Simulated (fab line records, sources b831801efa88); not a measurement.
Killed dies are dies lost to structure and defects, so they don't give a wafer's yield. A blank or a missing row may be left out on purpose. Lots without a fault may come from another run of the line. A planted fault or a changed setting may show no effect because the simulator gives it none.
fab line records | flow sky130
record lots=5 wafers=15 last_day=50
route steps=708 shown CONTACT@424 METAL1@434 PAD_OPEN@708
lots that met no fault: from a run of the same line without faults
start_h: hours from the record's first day to the start of the lot's first wafer shown | wait_h: hours since the lot's step before | " the same as in the row above | L1.1+2: a row that stands for several wafers | - no value, or no start given | * or withheld: withheld | < > ~ a bound
route shown NAME@n: a module of which the file shows steps, and the number in the route of the first | usual: mean/standard deviation of fault-free wafers | same: alike in all rows | chamber/n: place in a boat | sites: the reading at each site | _std_site: their standard deviation | _edge_site: outer sites' mean less inner sites' | radius_mm: how far each site lies from the wafer's centre | mask NAME#n: copy n | behind: the tool/chamber that last shaped the wafer | hold: why the lot was held/for how many hours/how that ended | device: the transistor (n, p or np) that didn't switch | end of line: the same wafers' tests at the end of the route | a step without rows: its recipe alone | killed: dies lost to structure and defects at the first sort, not the wafer's yield | map: a wafer's dies, x killed, . not, _ none there
set.NAME: the setting as run; set.NAME@STEP: as run at that earlier step | model.NAME: the simulator's own value behind a step, which no gauge read
lots at some steps of the route; a table a step, a row a wafer
services: from which hour (start_h, from the record's first day; less than 0 if before it) a tool's chamber was out of use, for how many hours, and why
## steps
# step SKY_CONTACT_ETCH_18
# recipe target=Si3N4 chemistry=CHF3/O2 stop_on=TiN source_w=600 bias_w=200 pressure_mtorr=40 chf3_flow_sccm=50 O2_flow_sccm=5 time_s=39 target_depth_a=750
# step SKY_CONTACT_STRIP_19
# recipe chemistry=O2/N2 power_w=1400 pressure_mtorr=1500 platen_temp_c=withheld o2_flow_sccm=3000 n2_flow_sccm=300 overash_fraction=0.5
# step SKY_CONTACT_STRIP_20
# recipe chemistry=post_etch_residue_remover time_s=1200 temp_c=72.5
# step SKY_CONTACT_CLEAN_21
# recipe chemistry=IPA time_s=180 temp_c=25
# step SKY_CONTACT_CLEAN_22
# recipe chemistry=O3/DIW dry=n2_spin
# step SKY_CONTACT_SPUTTER_23
# recipe material=TiN target_thk_nm=20 chamber_pressure_pa=5 power_w=4000 time_s=80
# step SKY_CONTACT_CVD_24
# recipe material=W target_thk_nm=340 time_s=102.12 temp_c=400 pressure_torr=40
# step SKY_CONTACT_CMP_27
# recipe stop_on=SiO2 t_overpolish_s=15 down_force_psi=3.5 platen_rpm=60 target_thk_nm=0 pad_velocity_m_s=0.94248
# step SKY_METAL1_SPUTTER_00
# recipe material=Ti target_thk_nm=15 power_w=3000 time_s=10 chamber_pressure_pa=0.4
# step SKY_METAL1_SPUTTER_01
# recipe material=TiN target_thk_nm=20 power_w=6500 time_s=16.7 chamber_pressure_pa=0.4
# step SKY_METAL1_SPUTTER_02
# recipe material=AlCu target_thk_nm=250 power_w=10600 time_s=13.3 chamber_pressure_pa=0.4
# usual cathode_dc_power_W=10600/1.8 throttle_valve_pct=30.5/1.1
# columns lot.wafer tool chamber start_h wait_h cathode_dc_power_W throttle_valve_pct model.AlCu_of_METAL1_SPUTTER_02.thk_nm
L389.2 pvd_sputter-03 - 773.90 0.0 10602 32.1 329
L389.5 " - " " 10603 31.7 246.6
L389.6 " - " " 10603 31.7 245.5
L390.1 pvd_sputter-03 - 780.36 0.0 10601 30.2 245.8
L390.3 " - " " 10600 28.8 329
L390.5 " - " " 10602 31.6 244.6
L391.1 pvd_sputter-03 - 785.01 0.0 10600 31.9 244.7
L391.2 " - " " 10604 30.0 327.8
L391.3 " - " " 10600 28.9 327.8
L406.1 pvd_sputter-03 - 898.68 0.0 10598 32.0 250.2
L406.4 " - " " 10599 30.2 250.6
L406.6 " - " " 10600 31.6 250
L408.1 pvd_sputter-01 - 906.30 0.0 10599 29.2 249
L408.5 " - " " 10598 28.9 247.7
L408.6 " - " " 10598 30.4 250.4
# step SKY_METAL1_SPUTTER_03
# recipe material=Ti target_thk_nm=5 power_w=3000 time_s=3.3 chamber_pressure_pa=0.4
# step SKY_METAL1_SPUTTER_04
# recipe material=TiN target_thk_nm=70 power_w=6500 time_s=58.3 chamber_pressure_pa=0.4
# step SKY_METAL1_RS_MEAS_05
# recipe thk_meas_gauge=four-point-probe reads=TiN_of_METAL1_SPUTTER_04+Ti_of_METAL1_SPUTTER_03+AlCu_of_METAL1_SPUTTER_02+TiN_of_METAL1_SPUTTER_01+Ti_of_METAL1_SPUTTER_00
# usual METAL1_ALCU_RS=0.1271/0.0013
# columns lot.wafer tool chamber start_h wait_h METAL1_ALCU_RS[ohm/sq]
L389.2 film_metro-02 - 774.01 0.0 0.0954
L389.5 " - " " 0.1281
L389.6 " - " " 0.1288
L390.1 film_metro-04 - 780.45 0.0 0.1291
L390.3 " - " " 0.0955
L390.5 " - " " 0.1297
L391.1 film_metro-02 - 785.10 0.0 0.1293
L391.2 " - " " 0.0959
L391.3 " - " " 0.0959
L406.1 film_metro-02 - 898.77 0.0 0.1263
L406.4 " - " " 0.1261
L406.6 " - " " 0.1266
L408.1 film_metro-01 - 906.39 0.0 0.1273
L408.5 " - " " 0.1279
L408.6 " - " " 0.1267
# step SKY_METAL1_THK_MEAS_06
# recipe thk_meas_gauge=xrf reads=AlCu_of_METAL1_SPUTTER_02
# usual METAL1_ALCU_THK=251.4/2.7
# columns lot.wafer tool chamber start_h wait_h METAL1_ALCU_THK[nm]
L389.2 film_metro-02 - 774.12 0.1 333.1
L389.5 " - " " 249.5
L389.6 " - " " 247.9
L390.1 film_metro-04 - 780.57 0.1 246.9
L390.3 " - " " 329.5
L390.5 " - " " 244.9
L391.1 film_metro-02 - 785.22 0.1 248.4
L391.2 " - " " 331.6
L391.3 " - " " 332.6
L406.1 film_metro-02 - 898.89 0.1 252.3
L406.4 " - " " 253.7
L406.6 " - " " 251.9
L408.1 film_metro-01 - 906.51 0.1 253.1
L408.5 " - " " 250.4
L408.6 " - " " 252.7
# step SKY_METAL1_DEHYDRATE_07
# recipe temp_c=200 time_s=60
# step SKY_METAL1_HMDS_08
# recipe prime_time_s=60 prime_temp_c=120
# step SKY_METAL1_COAT_09
# recipe resist=BARC temp_c=withheld time_s=withheld spin_rpm=3000 resist_thk_nm=60
# step SKY_METAL1_COAT_10
# recipe resist=KrF-thick spin_rpm=3000 resist_thk_nm=450
# step SKY_METAL1_SOFTBAKE_11
# recipe temp_c=100 time_s=90 resist=KrF-thick
# step SKY_METAL1_EXPOSE_12
# recipe mask_id=MM1 na=0.8 source_shape=annular sigma_inner=0.55 sigma_outer=0.85 target_cd_nm=140 dose_mj=28
# step SKY_METAL1_PEB_13
# recipe peb_temp_c=withheld peb_time_s=withheld resist=KrF-thick
# step SKY_METAL1_DEVELOP_14
# recipe develop_time_s=60 resist=KrF-thick dev_temp_c=21
# step SKY_METAL1_DESCUM_17
# recipe chemistry=O2 source_power_w=150 bias_power_w=0 pressure_mtorr=10 temp_c=40 time_s=8
# step SKY_METAL1_ETCH_18
# recipe chemistry=N2/H2 target=BARC ion_energy_ev=200 bias_w=100 pressure_mtorr=30 n2_flow_sccm=100 h2_flow_sccm=200 icp_w=500 stop_on=SiO2 time_s=45.9 target_depth_a=600
# step SKY_METAL1_METAL_ETCH_19
# recipe target_depth_a=3600 stop_on=SiO2 over_etch_frac=0.3 time_s=78 chemistry=Cl2/BCl3 resist_sidewall_deg=88 pressure_mtorr=10 icp_w=900 bias_w=48.5 Cl2_flow_sccm=60 bcl3_flow_sccm=30
# usual drypump_motor_current_A=5.7/0.5 he_backside_leak_sccm=3.38/0.18 oes_product_au=0.854/0.0064 throttle_valve_pct=22.264/0.009
# columns lot.wafer tool chamber start_h wait_h drypump_motor_current_A he_backside_leak_sccm oes_product_au rf_hours_counter_h throttle_valve_pct
L389.2 rie_metal-03 1 801.20 0.0 5.5 3.08 0.912 14 22.267
L389.5 " 0 " " 4.9 3.80 0.851 - 22.258
L389.6 " 1 " " 5.5 3.18 0.846 - 22.254
L390.1 rie_metal-04 1 807.56 0.0 5.5 3.56 0.841 14 22.267
L390.3 " 1 " " 5.5 3.55 0.916 - 22.259
L390.5 " 0 " " 6.4 3.11 0.840 - 22.260
L391.1 rie_metal-02 1 812.00 0.0 6.3 3.39 0.842 6 22.257
L391.2 " 0 " " 5.7 3.30 0.909 11 22.267
L391.3 " 0 " " 5.8 3.45 0.905 - 22.256
L406.1 rie_metal-04 0 924.22 0.0 6.4 3.29 0.855 16 22.250
L406.4 " 0 " " 6.4 2.97 0.853 - 22.257
L406.6 " 1 " " 5.5 3.49 0.848 - 22.267
L408.1 rie_metal-02 0 931.99 0.0 5.8 3.37 0.849 16 22.262
L408.5 " 1 " " 6.2 3.55 0.851 - 22.268
L408.6 " 0 " " 5.7 3.50 0.860 - 22.260
# step SKY_METAL1_STRIP_20
# recipe chemistry=O2/N2 power_w=1400 pressure_mtorr=1500 platen_temp_c=withheld o2_flow_sccm=3000 n2_flow_sccm=300 overash_fraction=0.5
# step SKY_PAD_OPEN_PROBE_99
# usual defect_limited_yield=82.4/2 killed_at_M0_to_M3=44/6.8 killed_at_M4_up=3.4/2 killed_at_contacts=24/5.2 killed_at_front_end=15/5.2 killed_at_other=0.2/0.46 killed_dies=87/9.8 killed_open=47/7.5 killed_short=39/6.8 sort_bin_3_pad_short=0.8/0.37 sort_bin_5_function=10.5/1.5 sort_bin_6_memory=6.3/1.2 sort_n_pass=405/9.8 sort_yield_pct=82.4/2
# same gross_dies=492 killed_at_back_side=0 sort_bin_4_leakage[%]=0 sort_bin_8_speed[%]=0
# columns lot.wafer tool chamber start_h wait_h defect_limited_yield[%] killed_at_M0_to_M3 killed_at_M4_up killed_at_contacts killed_at_front_end killed_at_other killed_dies killed_open killed_short sort_bin_3_pad_short[%] sort_bin_5_function[%] sort_bin_6_memory[%] sort_n_pass sort_yield_pct[%] model.etest.met1.line_ohm_um model.etest.met1.rs_ohm_sq
L389.2 prober-02 - 1103.21 0.1 82.3 52 2 18 14 1 87 53 34 0.4 11.0 6.3 405 82.3 0.7102 0.09661
L389.5 prober-02 - 1103.36 0.2 82.7 51 1 19 14 0 85 47 38 0.6 10.4 6.3 407 82.7 0.9369 0.13
L389.6 prober-02 - 1103.41 0.2 84.1 54 1 18 5 0 78 48 30 1.0 10.0 4.9 414 84.1 0.9281 0.131
L390.1 prober-01 - 1107.22 0.1 82.3 49 4 17 17 0 87 47 40 1.4 8.5 7.7 405 82.3 0.9172 0.131
L390.3 prober-01 - 1107.32 0.2 81.1 37 5 32 19 0 93 59 34 0 10.2 8.7 399 81.1 0.7094 0.09742
L390.5 prober-01 - 1107.42 0.2 82.3 47 4 19 17 0 87 42 45 0.6 11.2 5.9 405 82.3 0.943 0.1311
L391.1 prober-02 - 1113.34 0.1 84.1 40 4 22 12 0 78 48 30 0.8 9.8 5.3 414 84.1 0.9143 0.1312
L391.2 prober-02 - 1113.39 0.1 86.2 31 8 22 7 0 68 32 36 0.8 8.3 4.7 424 86.2 0.677 0.09684
L391.3 prober-02 - 1113.44 0.2 83.3 42 5 21 14 0 82 40 42 0.8 10.2 5.7 410 83.3 0.6771 0.09639
L406.1 prober-01 - 1191.23 0.1 82.3 50 2 18 17 0 87 36 51 0.6 12.4 4.7 405 82.3 0.8783 0.1265
L406.4 prober-01 - 1191.38 0.2 84.3 39 7 21 10 0 77 38 39 0 10.0 5.7 415 84.3 0.891 0.1274
L406.6 prober-01 - 1191.48 0.2 82.9 38 3 29 14 0 84 50 34 0.4 11.2 5.5 408 82.9 0.9025 0.1272
L408.1 prober-01 - 1196.49 0.1 82.7 48 8 15 14 0 85 46 39 0.8 10.8 5.7 407 82.7 0.9312 0.1308
L408.5 prober-01 - 1196.69 0.2 83.3 30 8 28 16 0 82 45 37 0.4 10.0 6.3 410 83.3 0.9272 0.1305
L408.6 prober-01 - 1196.74 0.2 81.7 52 5 22 11 0 90 49 41 1.0 10.0 7.3 402 81.7 0.9285 0.1272
# killed by level:class
L389.2 VIA1:geometric_particle:open=18 LI_CONTACT:geometric_particle:open=7 METAL1:geometric_particle:short=7 VIA2:geometric_particle:open=6 FIELD_ISO:geometric_particle:open=6 METAL2:geometric_particle:short=6 CONTACT:geometric_particle:open=5 METAL1:geometric_particle:open=4
L389.5 VIA1:geometric_particle:open=10 VIA2:geometric_particle:open=10 VIA3:geometric_particle:open=10 LI_CONTACT:geometric_particle:open=9 FIELD_ISO:geometric_particle:short=5 CONTACT:geometric_particle:open=4 METAL1:geometric_particle:short=4 METAL2:geometric_particle:short=4
L389.6 VIA1:geometric_particle:open=15 VIA2:geometric_particle:open=9 VIA3:geometric_particle:open=9 LI_CONTACT:geometric_particle:open=5 VIA1:geometric_particle:short=5 CONTACT:geometric_particle:open=5 METAL2:geometric_particle:short=5 VIA2:geometric_particle:short=4
L390.1 VIA3:geometric_particle:open=9 CONTACT:geometric_particle:open=8 VIA1:geometric_particle:open=7 FIELD_ISO:geometric_particle:open=6 VIA3:geometric_particle:short=6 POLY_GATE:geometric_particle:open=5 VIA1:geometric_particle:short=5 METAL3:geometric_particle:short=5
L390.3 CONTACT:geometric_particle:open=17 VIA1:geometric_particle:open=12 FIELD_ISO:geometric_particle:open=7 METAL1:geometric_particle:short=6 VIA1:geometric_particle:short=6 LI_CONTACT:geometric_particle:open=5 METAL2:geometric_particle:open=4 FIELD_ISO:geometric_particle:short=3
L390.5 VIA1:geometric_particle:open=10 VIA2:geometric_particle:open=8 VIA1:geometric_particle:short=7 METAL1:geometric_particle:short=6 CONTACT:geometric_particle:open=5 POLY_GATE:geometric_particle:short=5 LI_CONTACT:geometric_particle:open=4 LI_CONTACT:geometric_particle:short=4
L391.1 VIA3:geometric_particle:open=11 CONTACT:geometric_particle:open=10 FIELD_ISO:geometric_particle:open=6 VIA2:geometric_particle:open=6 LI_CONTACT:geometric_particle:open=5 CONTACT:geometric_particle:short=5 VIA1:geometric_particle:open=5 VIA3:geometric_particle:short=4
L391.2 VIA2:geometric_particle:open=9 CONTACT:geometric_particle:open=8 LI_CONTACT:geometric_particle:open=6 VIA1:geometric_particle:short=6 METAL2:geometric_particle:short=5 METAL1:geometric_particle:short=4 METAL4:geometric_particle:short=4 METAL4:geometric_particle:open=4
L391.3 METAL2:geometric_particle:short=11 CONTACT:geometric_particle:open=9 VIA1:geometric_particle:open=8 FIELD_ISO:geometric_particle:short=5 VIA3:geometric_particle:open=5 FIELD_ISO:geometric_particle:open=4 LI_CONTACT:geometric_particle:open=4 LOCAL_INTERCONNECT:geometric_particle:short=4
L406.1 VIA1:geometric_particle:open=12 METAL2:geometric_particle:short=9 LOCAL_INTERCONNECT:geometric_particle:short=6 CONTACT:geometric_particle:short=6 METAL1:geometric_particle:short=6 POLY_GATE:geometric_particle:short=5 VIA1:geometric_particle:short=5 FIELD_ISO:geometric_particle:open=4
L406.4 VIA1:geometric_particle:open=11 VIA3:geometric_particle:open=7 CONTACT:geometric_particle:short=5 CONTACT:geometric_particle:open=5 VIA1:geometric_particle:short=5 METAL2:geometric_particle:short=5 METAL4:geometric_particle:short=4 POLY_GATE:geometric_particle:short=3
L406.6 VIA1:geometric_particle:open=11 VIA2:geometric_particle:open=8 VIA1:geometric_particle:short=6 LI_CONTACT:geometric_particle:open=6 CONTACT:geometric_particle:short=6 CONTACT:geometric_particle:open=6 VIA3:geometric_particle:open=6 LI_CONTACT:geometric_particle:short=5
L408.1 VIA3:geometric_particle:open=11 LI_CONTACT:geometric_particle:open=9 VIA1:geometric_particle:open=8 METAL1:geometric_particle:short=7 METAL4:geometric_particle:short=6 VIA1:geometric_particle:short=6 METAL3:geometric_particle:short=6 POLY_GATE:geometric_particle:open=4
L408.5 LI_CONTACT:geometric_particle:open=9 VIA1:geometric_particle:open=8 LOCAL_INTERCONNECT:geometric_particle:short=7 FIELD_ISO:geometric_particle:open=6 CONTACT:geometric_particle:open=6 VIA2:geometric_particle:open=5 METAL4:geometric_particle:short=5 CONTACT:geometric_particle:short=4
L408.6 VIA1:geometric_particle:open=11 CONTACT:geometric_particle:open=9 METAL2:geometric_particle:short=8 LI_CONTACT:geometric_particle:open=7 VIA3:geometric_particle:open=7 METAL1:geometric_particle:short=5 VIA2:geometric_particle:open=5 VIA1:geometric_particle:short=5
## services
# columns tool chamber start_h hours kind
pvd_sputter-03 0 760.88 - consumable_replace:kit
pvd_sputter-03 0 760.88 18.0 scheduled_down
pvd_sputter-03 0 760.88 18.0 vent_cycle
rie_metal-04 - 768.56 14.6 pm
rie_metal-03 0 774.59 4.2 repair
pvd_sputter-01 - 804.35 1.4 repair
pvd_sputter-01 - 822.77 1.2 repair
pvd_sputter-01 3 832.59 - consumable_replace:kit
pvd_sputter-01 3 832.59 18.0 scheduled_down
pvd_sputter-01 3 832.59 18.0 vent_cycle
rie_metal-04 - 836.74 0.5 repair
rie_metal-03 1 837.73 7.1 repair
rie_metal-04 1 837.76 - clean
rie_metal-04 1 837.76 22.3 scheduled_down
rie_metal-04 1 837.76 22.3 vent_cycle
rie_metal-03 1 844.84 - clean
rie_metal-03 1 844.84 16.2 scheduled_down
rie_metal-03 1 844.84 16.2 vent_cycle
rie_metal-02 1 857.43 2.4 repair
rie_metal-02 0 862.28 19.8 repair
rie_metal-02 1 901.18 13.8 repair
pvd_sputter-03 3 910.32 - consumable_replace:kit
pvd_sputter-03 3 910.32 18.0 scheduled_down
pvd_sputter-03 3 910.32 18.0 vent_cycle
## key
first_sign step=SKY_METAL1_RS_MEAS_05 reading=METAL1_ALCU_RS direction=down sigmas=24 usual=0.1271 struck=0.0957
effect step=SKY_METAL1_THK_MEAS_06 reading=METAL1_ALCU_THK direction=up sigmas=30 usual=251.4 struck=331.7
effect step=SKY_METAL1_METAL_ETCH_19 reading=oes_product_au direction=up sigmas=8.8 usual=0.854 struck=0.910
model_effect step=SKY_METAL1_SPUTTER_02 value=AlCu_of_METAL1_SPUTTER_02.thk_nm without=246.1 struck=328.4
model_effect step=SKY_PAD_OPEN_PROBE_99 value=etest.met1.line_ohm_um without=0.9333 struck=0.6934
met_at SKY_METAL1_SPUTTER_02
struck_wafers L389.2,L390.3,L391.2,L391.3
fault kind=process_parameter_drift tool=pvd_sputter-03 chamber=- onset_h=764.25 steps=SKY_METAL1_SPUTTER_02 channel=target_thk_nm offset=82.292 shape=step end_h=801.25 scope=struck_wafers_only acts_in=these_recipes_only stated=250
